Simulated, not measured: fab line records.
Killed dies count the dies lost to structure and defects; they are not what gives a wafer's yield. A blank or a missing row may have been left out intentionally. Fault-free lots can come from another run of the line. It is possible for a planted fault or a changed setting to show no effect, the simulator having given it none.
2 desks, one fault ; flow sfq-line ; numbers are kept per desk, each desk with only its own; the story behind them comes last

## TOOL OWNER'S DESK, pvd-sputter-03
The tool's own readings at SFQ_TRILAYER_M6_DEP_SPUTTER_157 (material Nb, target thk 200 nm, time 133.3 s): means of the sampled wafers that have a number, for each lot that ran on this tool. If a lot's mean is further than 4 standard deviations from the usual mean, the lot is out of limits and carries the mark OUT (the distance appears in the brackets).
Columns: A = throttle-valve-pct at SFQ_TRILAYER_M6_DEP_SPUTTER_157, usual 29.7 %
lot;first seen here;A
L990;day 67 16:55;29.7
L992;day 68 17:09;29.9
L995;day 70 00:21;29.2
L997;day 70 13:56;29.7
L102;day 76 21:09;30.1
L104;day 77 05:33;29.7
L105;day 78 00:45;29.7
L108;day 79 12:45;30.0
L110;day 79 15:16;30.2
This desk's verdict: no lot among the 9 shows anything out of limits.

## METROLOGY DESK
What the gauges read for every lot (on any tool): the sampled wafers with a number, averaged. If a lot's mean is further than 4 standard deviations from the usual mean, the lot is out of limits and carries the mark OUT (the distance appears in the brackets).
Columns: A = M6_NB_RS at SFQ_M6_RS_MEAS_938, usual 0.887 ohm/sq
lot;first seen here;A
L989;day 67 11:01;0.884
L990;day 67 17:01;0.879
L991;day 68 07:32;0.883
L992;day 68 17:14;0.883
L995;day 70 00:29;0.947 (+8.8) OUT
L997;day 70 14:05;0.943 (+8.3) OUT
L102;day 76 21:14;0.896
L104;day 77 05:38;0.884
L105;day 78 00:50;0.894
L107;day 78 22:26;0.887
L108;day 79 12:50;0.876
L110;day 79 15:23;0.881
L111;day 80 02:33;0.890
L112;day 80 07:44;0.887
This desk reports L995, L997 out of limits; the earliest was L995 at day 70 00:29 (M6_NB_RS at SFQ_M6_RS_MEAS_938). L989, L990, L991, L992, L102, L104, L105, L107, L108, L110, L111, L112 stayed within limits.

## TAKEN TOGETHER
L995, L997 would have let the metrology desk raise an alarm at day 70 00:29.
The desk of the tool owner found nothing out of limits.
The tool owner's desk has L995, L997 on record, within its limits.
On pvd-sputter-03, each named lot ran SFQ_TRILAYER_M6_DEP_SPUTTER_157.

## WHAT WAS PUT IN BY THE SIMULATOR
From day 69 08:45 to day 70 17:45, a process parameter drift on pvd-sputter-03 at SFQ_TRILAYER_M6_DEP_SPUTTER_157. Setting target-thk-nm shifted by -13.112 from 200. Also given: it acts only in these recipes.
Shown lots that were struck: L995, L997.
Time in hours between the start of the fault and the first out-of-limits reading at each desk: metrology desk, 16.
